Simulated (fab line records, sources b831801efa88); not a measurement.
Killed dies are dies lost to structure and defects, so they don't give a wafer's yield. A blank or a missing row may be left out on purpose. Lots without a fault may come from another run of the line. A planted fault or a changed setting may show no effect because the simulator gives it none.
fab line records | flow sky130
record lots=14 wafers=42 last_day=50
route steps=708 shown VT_ADJUST_NCORE@128 CONTACT@421 METAL1@438
lots that met no fault: from a run of the same line without faults
start_h: hours from the record's first day to the start of the lot's first wafer shown | wait_h: hours since the lot's step before | " the same as in the row above | L1.1+2: a row that stands for several wafers | - no value, or no start given | * or withheld: withheld | < > ~ a bound
route shown NAME@n: a module of which the file shows steps, and the number in the route of the first | usual: mean/standard deviation of fault-free wafers | same: alike in all rows | chamber/n: place in a boat | sites: the reading at each site | _std_site: their standard deviation | _edge_site: outer sites' mean less inner sites' | radius_mm: how far each site lies from the wafer's centre | mask NAME#n: copy n | behind: the tool/chamber that last shaped the wafer | hold: why the lot was held/for how many hours/how that ended | device: the transistor (n, p or np) that didn't switch | end of line: the same wafers' tests at the end of the route | a step without rows: its recipe alone | killed: dies lost to structure and defects at the first sort, not the wafer's yield | map: a wafer's dies, x killed, . not, _ none there
set.NAME: the setting as run; set.NAME@STEP: as run at that earlier step | model.NAME: the simulator's own value behind a step, which no gauge read
steps of the route over a sample of lots; a table a step, a row a wafer
services: from which hour (start_h, from the record's first day; less than 0 if before it) a tool's chamber was out of use, for how many hours, and why
## steps
# step SKY_VT_ADJUST_NCORE_IMPLANT_09
# recipe species=B energy_kev=10 dose_cm2=2.4e+12 tilt_deg=withheld
# usual beam_energy_keV=10.000/0.003 beam_on_s=10.02/0.2 dose_ions_cm2=2.3997e+12/2.9e+09
# columns lot.wafer tool chamber start_h wait_h beam_energy_keV beam_on_s dose_ions_cm2
L949.1 implanter-04 0 179.55 0.0 10.000 10.22 2.3974e+12
L949.2 " 0 " " 10.001 9.86 2.3948e+12
L949.3 " 0 " " 9.999 9.79 2.3988e+12
L952.1 implanter-04 0 200.83 0.0 10.002 9.86 2.4002e+12
L952.4 " 0 " " 10.003 9.57 2.4044e+12
L952.6 " 0 " " 10.005 10.30 2.399e+12
L955.2 implanter-04 0 225.80 0.0 9.999 9.89 2.3975e+12
L955.3 " 0 " " 9.997 9.88 2.4038e+12
L955.6 " 0 " " 9.997 9.90 2.3992e+12
L956.2 implanter-01 0 229.06 0.0 10.001 10.08 2.3985e+12
L956.5 " 0 " " 9.997 9.90 2.3975e+12
L956.6 " 0 " " 9.998 9.92 2.3996e+12
L958.3 implanter-04 0 241.85 0.1 9.999 9.69 2.4017e+12
L958.4 " 0 " " 10.004 10.45 2.4011e+12
L958.6 " 0 " " 10.002 10.03 2.3961e+12
L959.2 implanter-01 0 249.91 0.0 9.996 9.86 2.3972e+12
L959.4 " 0 " " 9.998 9.91 2.4049e+12
L959.6 " 0 " " 10.000 10.18 2.3968e+12
L961.2 implanter-01 - 267.61 0.0 - - -
L961.3 " - " " - - -
L961.6 " - " " - - -
L962.1 implanter-01 - 272.29 0.0 - - -
L962.2 " - " " - - -
L962.3 " - " " - - -
L967.1 implanter-03 0 312.04 0.0 9.999 9.83 2.4018e+12
L967.2 " 0 " " 9.998 10.16 2.3986e+12
L967.6 " 0 " " 10.000 10.25 2.3993e+12
L968.2 implanter-03 0 315.20 0.0 10.000 10.04 2.4022e+12
L968.3 " 0 " " 9.998 9.92 2.4043e+12
L968.4 " 0 " " 9.997 10.31 2.4024e+12
L969.1 implanter-03 0 321.08 0.0 10.002 9.79 2.404e+12
L969.3 " 0 " " 9.999 10.00 2.3963e+12
L969.6 " 0 " " 9.999 9.66 2.4006e+12
L970.1 implanter-01 0 331.69 0.0 10.002 9.83 2.3993e+12
L970.4 " 0 " " 9.999 9.95 2.4031e+12
L970.5 " 0 " " 10.000 10.09 2.399e+12
L971.2 implanter-03 0 341.02 0.0 9.999 10.22 2.3975e+12
L971.5 " 0 " " 10.002 10.12 2.401e+12
L971.6 " 0 " " 10.009 10.12 2.399e+12
L972.3 implanter-01 0 346.19 0.1 10.000 9.85 2.4019e+12
L972.4 " 0 " " 10.000 10.16 2.3999e+12
L972.5 " 0 " " 9.997 9.94 2.4032e+12
# step SKY_VT_ADJUST_NCORE_TW_MEAS_11
# usual VT_ADJUST_NCORE_TW=218.3/1
# columns lot.wafer tool chamber start_h wait_h VT_ADJUST_NCORE_TW
L949.1 film_metro-03 - 179.80 0.1 220.9
L949.2 " - " " 220.1
L949.3 " - " " 219.5
L952.1 film_metro-04 - 201.08 0.1 217.6
L952.4 " - " " 218.1
L952.6 " - " " 218.2
L955.2 film_metro-03 - 226.09 0.1 220.0
L955.3 " - " " 219.4
L955.6 " - " " 219.8
L956.2 film_metro-03 - 229.30 0.1 220.4
L956.5 " - " " 219.2
L956.6 " - " " 219.2
L958.3 film_metro-03 - 242.07 0.1 219.3
L958.4 " - " " 218.6
L958.6 " - " " 218.1
L959.2 film_metro-04 - 250.15 0.1 217.5
L959.4 " - " " 217.6
L959.6 " - " " 217.7
L961.2 film_metro-03 - 267.85 0.1 29.8
L961.3 " - " " 29.7
L961.6 " - " " 29.8
L962.1 film_metro-04 - 272.54 0.1 29.8
L962.2 " - " " 29.8
L962.3 " - " " 29.7
L967.1 film_metro-02 - 312.29 0.1 217.6
L967.2 " - " " 217.8
L967.6 " - " " 218.7
L968.2 film_metro-02 - 315.44 0.1 217.7
L968.3 " - " " 217.4
L968.4 " - " " 218.1
L969.1 film_metro-03 - 321.33 0.1 219.5
L969.3 " - " " 219.5
L969.6 " - " " 218.5
L970.1 film_metro-04 - 331.94 0.1 216.9
L970.4 " - " " 215.7
L970.5 " - " " 216.7
L971.2 film_metro-03 - 341.25 0.1 217.0
L971.5 " - " " 217.7
L971.6 " - " " 217.4
L972.3 film_metro-03 - 346.41 0.1 217.0
L972.4 " - " " 217.1
L972.5 " - " " 218.1
# step SKY_CONTACT_OVL_MEAS_15
# usual CONTACT_OVL=-2/4.9
# columns lot.wafer tool chamber start_h wait_h CONTACT_OVL[nm]
L949.1 overlay-01 - 723.83 0.1 -7
L949.2 " - " " 3
L949.3 " - " " -2
L952.1 overlay-02 - 763.65 0.1 -5
L952.4 " - " " -6
L952.6 " - " " -12
L955.2 overlay-01 - 781.16 0.1 2
L955.3 " - " " -1
L955.6 " - " " -2
L956.2 overlay-02 - 789.68 0.1 1
L956.5 " - " " -3
L956.6 " - " " 6
L958.3 overlay-02 - 803.76 0.1 -12
L958.4 " - " " -5
L958.6 " - " " -9
L959.2 overlay-02 - 821.66 0.1 3
L959.4 " - " " 0
L959.6 " - " " 2
L967.1 overlay-01 - 879.85 0.1 -7
L967.2 " - " " -12
L967.6 " - " " -12
L968.2 overlay-01 - 881.24 0.1 -5
L968.3 " - " " -1
L968.4 " - " " 2
L969.1 overlay-01 - 890.36 0.1 7
L969.3 " - " " 6
L969.6 " - " " 7
L970.1 overlay-02 - 896.40 0.1 -2
L970.4 " - " " -7
L970.5 " - " " -7
L971.2 overlay-02 - 901.41 0.1 -3
L971.5 " - " " -4
L971.6 " - " " 1
L972.3 overlay-02 - 921.14 0.1 2
L972.4 " - " " -1
L972.5 " - " " 3
# step SKY_CONTACT_CMP_27
# recipe stop_on=SiO2 t_overpolish_s=15 down_force_psi=3.5 platen_rpm=60 target_thk_nm=0 pad_velocity_m_s=0.94248
# usual motor_current_A=11.2/0.87 overpolish_run_s=14.999/0.0086 time_to_endpoint_s=83.7/2.9
# columns lot.wafer tool chamber start_h wait_h motor_current_A overpolish_run_s time_to_endpoint_s
L949.3 cmp-02 2 724.94 0.0 12.3 14.992 88.1
L949.2 " 3 " " 12.1 15.002 87.2
L949.1 " 0 " " 9.8 15.010 88.8
L952.4 cmp-02 2 764.77 0.0 11.7 14.992 79.3
L952.1 " 0 " " 9.8 14.994 78.7
L952.6 " 2 " " 12.0 14.992 80.1
L955.3 cmp-01 0 782.27 0.0 10.1 14.992 83.5
L955.2 " 2 " " 10.8 14.996 88.5
L955.6 " 1 " " 12.2 15.005 82.5
L956.2 cmp-02 1 791.33 0.1 11.5 14.993 81.2
L956.6 " 3 " " 11.8 14.997 75.9
L956.5 " 0 " " 10.2 14.999 77.5
L958.3 cmp-01 2 804.91 0.1 10.3 15.005 88.3
L958.4 " 3 " " 11.6 15.013 86.5
L958.6 " 2 " " 10.3 15.001 88.2
L959.4 cmp-02 3 822.91 0.1 11.1 14.987 84.5
L959.2 " 0 " " 10.7 14.996 82.9
L959.6 " 1 " " 11.3 14.974 83.9
L967.1 cmp-01 2 881.01 0.1 10.2 14.995 85.0
L967.2 " 3 " " 11.2 15.001 85.9
L967.6 " 1 " " 12.5 15.000 86.3
L968.2 cmp-02 3 882.39 0.1 11.7 15.004 85.5
L968.4 " 0 " " 9.9 15.004 85.7
L968.3 " 1 " " 11.3 15.006 87.6
L969.1 cmp-01 0 891.47 0.1 10.4 14.998 83.2
L969.3 " 1 " " 12.6 15.006 86.7
L969.6 " 1 " " 12.2 14.996 85.2
L970.1 cmp-01 1 897.57 0.1 11.7 14.997 87.6
L970.4 " 2 " " 10.3 14.995 87.8
L970.5 " 0 " " 10.7 14.991 80.6
L971.2 cmp-02 3 902.57 0.1 11.9 15.005 82.1
L971.6 " 2 " " 12.5 15.008 81.8
L971.5 " 3 " " 11.2 15.017 83.1
L972.3 cmp-02 0 922.29 0.1 10.2 14.984 82.3
L972.4 " 1 " " 11.5 14.986 85.8
L972.5 " 3 " " 11.3 14.997 81.4
# step SKY_METAL1_SPUTTER_04
# recipe material=TiN target_thk_nm=70 power_w=6500 time_s=58.3 chamber_pressure_pa=0.4
# usual throttle_valve_pct=29.4/1.3
# columns lot.wafer tool chamber start_h wait_h throttle_valve_pct
L949.1 pvd_sputter-01 - 725.33 0.0 29.2
L949.2 " - " " 30.5
L949.3 " - " " 29.9
L952.1 pvd_sputter-03 - 765.16 0.0 30.1
L952.4 " - " " 27.7
L952.6 " - " " 30.4
L955.2 pvd_sputter-03 - 782.66 0.0 29.8
L955.3 " - " " 29.8
L955.6 " - " " 28.8
L956.2 pvd_sputter-02 - 791.62 0.0 31.2
L956.5 " - " " 30.4
L956.6 " - " " 26.3
L958.3 pvd_sputter-02 - 805.25 0.0 30.0
L958.4 " - " " 28.6
L958.6 " - " " 26.3
L959.2 pvd_sputter-01 - 823.20 0.0 29.9
L959.4 " - " " 30.2
L959.6 " - " " 29.4
L967.1 pvd_sputter-03 - 881.35 0.0 29.7
L967.2 " - " " 27.8
L967.6 " - " " 30.0
L968.2 pvd_sputter-02 - 882.73 0.0 31.5
L968.3 " - " " 28.8
L968.4 " - " " 30.3
L969.1 pvd_sputter-01 - 891.86 0.0 30.5
L969.3 " - " " 29.7
L969.6 " - " " 29.8
L970.1 pvd_sputter-01 - 897.91 0.0 29.6
L970.4 " - " " 29.3
L970.5 " - " " 29.5
L971.2 pvd_sputter-01 - 902.91 0.0 29.6
L971.5 " - " " 30.0
L971.6 " - " " 29.9
L972.3 pvd_sputter-01 - 922.63 0.0 29.8
L972.4 " - " " 29.5
L972.5 " - " " 29.4
## services
# columns tool chamber start_h hours kind
pvd_sputter-01 - 190.93 9.1 repair
cmp-02 - 221.48 0.4 repair
cmp-02 - 253.55 1.3 repair
cmp-02 - 254.84 5.0 pm
cmp-02 - 259.83 4.4 pm
implanter-01 - 288.06 3.3 pm
cmp-02 - 315.64 1.9 repair
cmp-02 - 316.02 0.4 repair
implanter-01 - 317.03 1.1 repair
implanter-01 - 389.87 5.1 pm
pvd_sputter-01 - 402.30 1.5 repair
cmp-02 - 404.00 4.0 pm
implanter-01 - 428.88 0.7 repair
implanter-01 - 431.14 4.7 repair
cmp-02 - 525.00 2.3 repair
cmp-02 - 526.26 2.6 repair
cmp-02 - 562.71 1.3 repair
cmp-02 - 568.51 1.4 repair
cmp-02 - 603.51 3.1 repair
cmp-02 - 608.60 3.9 pm
cmp-02 - 744.11 4.0 pm
cmp-02 - 752.00 2.2 repair
cmp-02 - 776.94 2.9 repair
cmp-02 - 907.78 4.9 pm
## key
first_sign step=SKY_VT_ADJUST_NCORE_IMPLANT_09 reading=tool_record direction=missing
effect step=SKY_VT_ADJUST_NCORE_TW_MEAS_11 reading=VT_ADJUST_NCORE_TW direction=down sigmas=99+ usual=218.3 struck=29.8
met_at SKY_VT_ADJUST_NCORE_IMPLANT_09
struck_lots L961,L962
later_rows_left_out L961.2,L961.3,L961.6,L962.1,L962.2,L962.3
sort_left_out L961.2,L961.3,L961.6,L962.1,L962.2,L962.3
tester_left_out L961,L962
not_acting_at SKY_CONTACT_OVL_MEAS_15,SKY_CONTACT_CMP_27,SKY_METAL1_SPUTTER_04
onset_between 249.91 267.61
fault kind=skipped_step_whole tool=implanter-01 chamber=- onset_h=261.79 steps=SKY_VT_ADJUST_NCORE_IMPLANT_09 scope=struck_lots_only
# tester_left_out: of these lots the tester's yield and bins aren't shown, on N5 and GAA mostly nor the transistor test; their killed dies are dies lost to structure and defects alone, not to doping, threshold or leakage, so they don't give the yield
# sort_left_out: the simulated sort isn't trusted on such a fault, so these wafers' sort isn't shown, and their yield isn't known
# later_rows_left_out: the simulator's readings of these wafers behind a module that went badly wrong aren't trusted and aren't shown, but for the sort
